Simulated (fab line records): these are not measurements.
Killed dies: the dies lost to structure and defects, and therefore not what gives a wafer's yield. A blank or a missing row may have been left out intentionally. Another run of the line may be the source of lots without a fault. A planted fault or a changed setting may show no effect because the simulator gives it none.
The tool behind it: which one? | flow gf180mcu | 39 wafers from 13 lots sampled at 5 of the route's 602 steps

== WHAT EACH GAUGE READ, for each wafer ==
GF_STI_THK_MEAS_04. Usual: STI_CVD_03_THK typically reads 207.3 nm, with standard deviation 1.6.
lot  | measured    | on            | STI_CVD_03_THK (nm) | flag
L673 | day 1 23:34 | film metro-01 | 208.7 207.0 208.8   |
L674 | day 2 04:35 | film metro-03 | 206.2 207.6 206.7   |
L675 | day 2 11:34 | film metro-02 | 206.7 205.5 205.7   |
L676 | day 2 17:07 | film metro-03 | 204.8 205.6 202.8   |
L679 | day 3 07:24 | film metro-02 | 206.8 206.9 207.5   |
L680 | day 3 13:01 | film metro-03 | 207.3 208.4 206.7   |
L681 | day 3 17:12 | film metro-01 | 208.7 208.8 207.7   |
L682 | day 3 21:34 | film metro-03 | 210.1 211.5 211.4   |
L690 | day 5 12:35 | film metro-02 | 208.5 209.3 208.4   |
L691 | day 5 17:35 | film metro-02 | 207.0 205.3 207.0   |
L692 | day 5 22:34 | film metro-02 | 205.0 206.9 203.5   |
L693 | day 6 04:02 | film metro-01 | 207.6 207.3 206.7   |
L694 | day 6 08:41 | film metro-03 | 208.3 208.3 210.3   |

GF_VT_IMPLANT_OVL_MEAS_18. Usual: VT_IMPLANT_01_OVL typically reads -0.6 nm, with standard deviation 1.3.
lot  | measured     | on         | VT_IMPLANT_01_OVL (nm) | flag
L673 | day 6 19:00  | overlay-01 | -1.9 -0.8 -0.6         |
L674 | day 6 22:54  | overlay-02 | -0.8 -1.4 -1.3         |
L675 | day 7 09:13  | overlay-01 | -0.7 -1.8 -1.3         |
L676 | day 7 19:41  | overlay-02 | 0.9 0.8 -1.3           |
L679 | day 8 09:05  | overlay-02 | -0.4 -0.4 1.0          |
L680 | day 8 17:32  | overlay-02 | -0.7 0.9 0.3           |
L681 | day 8 21:02  | overlay-02 | -0.6 0.0 -2.2          |
L682 | day 9 03:42  | overlay-02 | 2.0 1.8 1.8            |
L690 | day 11 04:54 | overlay-02 | -2.0 0.3 -1.4          |
L691 | day 11 12:31 | overlay-01 | -0.9 0.2 0.3           |
L692 | day 11 19:04 | overlay-02 | -0.3 -3.0 -2.0         |
L693 | day 12 02:09 | overlay-01 | -0.9 -0.2 -1.6         |
L694 | day 12 07:23 | overlay-01 | 0.7 2.4 3.0            |

GF_VT_IMPLANT_TW_MEAS_32. Usual: VT_IMPLANT_3_TW typically reads 266.5, with standard deviation 1.4.
lot  | measured     | on            | VT_IMPLANT_3_TW   | flag
L673 | day 7 13:08  | film metro-01 | 266.5 268.1 268.2 |
L674 | day 7 14:15  | film metro-04 | 268.3 269.3 267.8 |
L675 | day 8 01:35  | film metro-01 | 267.7 267.2 268.4 |
L676 | day 8 13:23  | film metro-03 | 264.7 265.6 266.4 |
L679 | day 9 02:56  | film metro-01 | 266.1 266.2 267.2 |
L680 | day 9 10:43  | film metro-03 | 326.6 327.7 326.9 | OFF
L681 | day 9 14:16  | film metro-01 | 267.5 266.1 266.3 |
L682 | day 9 21:35  | film metro-01 | 329.3 328.9 328.4 | OFF
L690 | day 12 01:01 | film metro-01 | 327.3 327.9 327.5 | OFF
L691 | day 12 08:00 | film metro-03 | 265.5 265.4 266.6 |
L692 | day 12 14:38 | film metro-01 | 268.5 267.9 266.9 |
L693 | day 12 21:56 | film metro-04 | 267.0 266.1 266.1 |
L694 | day 13 03:35 | film metro-03 | 264.8 263.5 264.3 |

== WHICH TOOL RAN EACH LOT (tool, then ch and the chambers of the sampled wafers, then the start) ==
lot  | GF_VT_IMPLANT_STRIP_20               | GF_VT_IMPLANT_IMPLANT_30
L673 | plasma asher-02 ch 0,1, day 6 19:11  | implanter-01 ch 0, day 7 12:54
L674 | plasma asher-02 ch 0,1, day 6 23:07  | implanter-02 ch 0, day 7 14:02
L675 | plasma asher-04 ch 0,1, day 7 09:24  | implanter-04 ch 0, day 8 01:20
L676 | plasma asher-02 ch 0,1, day 7 20:00  | implanter-01 ch 0, day 8 13:10
L679 | plasma asher-03 ch 0,1, day 8 09:16  | implanter-02 ch 0, day 9 02:41
L680 | plasma asher-03 ch 0,1, day 8 17:43  | implanter-04 ch 0, day 9 10:08
L681 | plasma asher-02 ch 0,1, day 8 21:14  | implanter-04 ch 0, day 9 14:01
L682 | plasma asher-02 ch 0,1, day 9 03:55  | implanter-02 ch 0, day 9 20:56
L690 | plasma asher-02 ch 0,1, day 11 05:07 | implanter-01 ch 0, day 12 00:29
L691 | plasma asher-03 ch 0,1, day 11 12:43 | implanter-02 ch 0, day 12 07:48
L692 | plasma asher-03 ch 0, day 11 19:14   | implanter-02 ch 0, day 12 14:24
L693 | plasma asher-02 ch 0,1, day 12 02:22 | implanter-01 ch 0, day 12 21:43
L694 | plasma asher-03 ch 1, day 12 07:34   | implanter-02 ch 0, day 13 03:21
- GF_VT_IMPLANT_STRIP_20: strips in O2/N2.
- GF_VT_IMPLANT_IMPLANT_30

== AS READ BY THE TOOLS THEMSELVES (means over the sampled wafers that have a number; for cases with no such wafer, the mark the record gives instead) ==
GF_VT_IMPLANT_STRIP_20. Usual: drypump motor current A 5.69 A, standard deviation 0.25; heater power w 331 W, standard deviation 18; oes product au 0.716 a.u., standard deviation 0.0047; strip time to endpoint s 12.62 s, standard deviation 0.032.
lot  | tool            | drypump motor current A (A) | heater power w (W) | oes product au (a.u.) | strip time to endpoint s (s) | flag
L673 | plasma asher-02 | 5.47                        | 319                | 0.714                 | 12.58                        |
L674 | plasma asher-02 | 5.38                        | 313                | 0.712                 | 12.62                        |
L675 | plasma asher-04 | 5.85                        | 323                | 0.714                 | 12.58                        |
L676 | plasma asher-02 | 5.39                        | 316                | 0.716                 | 12.58                        |
L679 | plasma asher-03 | 5.92                        | 353                | 0.716                 | 12.60                        |
L680 | plasma asher-03 | 5.91                        | 348                | 0.711                 | 12.63                        |
L681 | plasma asher-02 | 5.47                        | 322                | 0.715                 | 12.60                        |
L682 | plasma asher-02 | 5.45                        | 325                | 0.713                 | 12.66                        |
L690 | plasma asher-02 | 5.47                        | 321                | 0.716                 | 12.65                        |
L691 | plasma asher-03 | 5.89                        | 344                | 0.717                 | 12.61                        |
L692 | plasma asher-03 | 5.90                        | 366                | 0.715                 | 12.68                        |
L693 | plasma asher-02 | 5.47                        | 322                | 0.724                 | 12.59                        |
L694 | plasma asher-03 | 5.91                        | 340                | 0.717                 | 12.63                        |

GF_VT_IMPLANT_IMPLANT_30. Usual: beam energy keV 25.000, standard deviation 0.0075.
lot  | tool         | beam energy keV | flag
L673 | implanter-01 | 24.998          |
L674 | implanter-02 | 25.001          |
L675 | implanter-04 | 24.997          |
L676 | implanter-01 | 25.000          |
L679 | implanter-02 | 25.006          |
L680 | implanter-04 | 25.000          |
L681 | implanter-04 | 25.012          |
L682 | implanter-02 | 25.005          |
L690 | implanter-01 | 25.001          |
L691 | implanter-02 | 25.002          |
L692 | implanter-02 | 25.010          |
L693 | implanter-01 | 24.996          |
L694 | implanter-02 | 25.003          |

== THE ANSWER, worked out from the rows above alone ==
Rule: take the mean of a lot's wafers that have a number; if it is more than 3 standard deviations from the usual mean, the lot is off. Also off: a lot with no number at a reading for which 4 or more lots have one. Any other lot the step has rows for is counted as sound. After the gauges, taken in route order, come the tools' own readings; for these a lot's mean is taken, as printed above. The first step at which some lot is off is used, and at that step the reading that is off furthest; a lot without a number counts as furthest.
Off: L680, L682, L690, at GF_VT_IMPLANT_TW_MEAS_32 (VT_IMPLANT_3_TW).
A tool fits if, at a process step before that reading, it ran every lot that is off, and no sound lot after the first of them. Gauges at GF_VT_IMPLANT_TW_MEAS_32: tried the same way as those tools. Of those tried, none fits.

== WHAT THE SIMULATOR HAD PUT IN ==
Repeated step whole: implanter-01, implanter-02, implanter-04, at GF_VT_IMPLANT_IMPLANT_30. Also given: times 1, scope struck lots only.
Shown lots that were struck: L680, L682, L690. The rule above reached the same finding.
